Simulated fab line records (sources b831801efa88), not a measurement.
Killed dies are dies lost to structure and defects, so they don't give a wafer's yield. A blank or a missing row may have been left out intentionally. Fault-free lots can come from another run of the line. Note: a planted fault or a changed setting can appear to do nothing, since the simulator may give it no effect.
2 desks looking at one fault | flow sfqLine | each desk has only its own numbers; what lay behind them comes last

## THE METROLOGY DESK
What the gauges read for every lot (on any tool): the sampled wafers with a number, averaged. Any lot whose mean is over 4 standard deviations away from the usual mean is out of limits and marked OUT; that distance is given in the brackets.
Columns: A = L0V_OVL at SFQ_L0V_OVL_MEAS_903, usual 0 nm
lot  | first seen here | A
L738 | day 6 21:14     | -1
L739 | day 7 09:14     | 10
L740 | day 7 13:12     | -1
L741 | day 8 06:13     | 3
L742 | day 8 17:15     | 0
L743 | day 8 22:03     | -1
L745 | day 9 05:15     | 0
L747 | day 9 12:51     | 0
L748 | day 9 17:40     | -2
L753 | day 11 04:54    | -1
L755 | day 12 14:23    | 7
L758 | day 13 21:24    | -2
L760 | day 14 13:55    | -0
L761 | day 14 21:07    | -2
This desk's verdict: no lot among the 14 shows anything out of limits.

## TOOL OWNER'S DESK, cmp-02
The tool's own readings at SFQ_TRILAYER_A5B_CMP_CMP_130 (polishes, stops on Nb, target thk 340.7 nm): means of the sampled wafers that have a number, for each lot that ran on this tool. Any lot whose mean is over 4 standard deviations away from the usual mean is out of limits and marked OUT; that distance is given in the brackets.
Columns: A = motorCurrentA at SFQ_TRILAYER_A5B_CMP_CMP_130, usual 10.0 A; B = platenRpm at SFQ_TRILAYER_A5B_CMP_CMP_130, usual 60.00 rpm; C = slurryFilterDpKPa at SFQ_TRILAYER_A5B_CMP_CMP_130, usual 13.49 kPa
lot  | first seen here | A    | B                       | C
L738 | day 52 16:22    | 10.1 | 60.01                   | 13.26
L739 | day 52 22:52    | 9.6  | 60.03                   | 13.55
L741 | day 53 11:22    | 9.7  | 59.98                   | 13.38
L745 | day 54 08:22    | 10.0 | 60.00                   | 13.56
L747 | day 59 23:03    | 9.5  | 60.04                   | 13.47
L748 | day 61 01:01    | 9.8  | 66.00 (+99 or more) OUT | 13.58
L753 | day 62 01:09    | 10.4 | 66.07 (+99 or more) OUT | 13.41
L761 | day 64 09:02    | 10.2 | 60.01                   | 13.66
This desk finds L748, L753 out of limits, L748 being first, at day 61 01:01 (platenRpm at SFQ_TRILAYER_A5B_CMP_CMP_130). Within limits: L738, L739, L741, L745, L747, L761.

## PUT TOGETHER
At day 61 01:01, on L748, L753, the tool owner's desk was in a position to raise an alarm.
Nothing out of limits was seen by the metrology desk.
The metrology desk holds a record of L748, L753, inside its limits.
Of the lots named, all ran SFQ_TRILAYER_A5B_CMP_CMP_130 on cmp-02.

## WHAT HAD BEEN PUT IN BY THE SIMULATOR
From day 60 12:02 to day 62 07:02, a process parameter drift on cmp-02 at SFQ_TRILAYER_A5B_CMP_CMP_130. Setting platenRpm shifted by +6 from 60. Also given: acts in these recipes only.
Lots struck among those shown: L748, L753.
Delay in hours, fault start to first out-of-limits reading, by desk: the tool owner's desk at 13.
